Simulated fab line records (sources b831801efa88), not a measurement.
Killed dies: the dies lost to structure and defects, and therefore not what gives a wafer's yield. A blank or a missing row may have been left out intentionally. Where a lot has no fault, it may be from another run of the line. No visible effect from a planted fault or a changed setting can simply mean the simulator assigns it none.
Chamber matching	flow gf180mcu	GF_V5_CMP_04 on cmp-02: 4 sister chambers
The step polishes SiO2. 18 wafers are shown with their chamber, then 9 later ones without.

EACH WAFER AND ITS CHAMBER
wafer	chamber	motor current A (A)
L500.1	3	12.3
L500.3	2	10.8
L500.6	3	11.9
L501.1	1	14.8
L501.3	2	11.3
L501.4	0	11.1
L502.1	2	10.8
L502.5	0	11.1
L502.6	3	12.1
L503.4	3	12.5
L503.5	0	10.7
L503.6	3	12.1
L504.2	2	10.9
L504.4	0	11.2
L504.5	0	10.8
L506.2	0	11.7
L506.3	2	10.9
L506.6	0	11.3

SIGNATURES (means of the wafers above)
reading	chamber 0	chamber 1	chamber 2	chamber 3	scatter within a chamber
motor current A	11.129	14.800	10.940	12.180	0.272
Rule: a wafer lies at a distance from a chamber equal to the root of the sum of squares, over the readings, of (its reading less the chamber's mean, divided by the reading's scatter). The wafer belongs to the nearest chamber; if the next one is less than 2 further off, it can't be placed. How the scatter is found: for the shown wafers, subtract from each reading the mean of its chamber, square and add these, divide the total by (wafers less chambers), then take the root.

WAFERS WHOSE CHAMBER IS MISSING
wafer	motor current A (A)
L509.4	12.1
L509.5	14.6
L509.6	11.1
L514.3	14.3
L514.4	12.2
L514.6	13.3
L520.2	13.8
L520.3	11.2
L520.5	12.0

WHICH CHAMBER EACH ONE RAN IN
wafer	from the rows above	in truth
L509.4	3	3
L509.5	1	1
L509.6	can't be placed: 0 or 2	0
L514.3	1	1
L514.4	3	3
L514.6	can't be placed: 3 or 1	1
L520.2	1	1
L520.3	can't be placed: 0 or 2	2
L520.5	3	3
Correctly placed: 6 of 9. Unplaceable from these rows: 3, with the true chamber sitting among the candidates in 3. Number placed wrongly: 0.
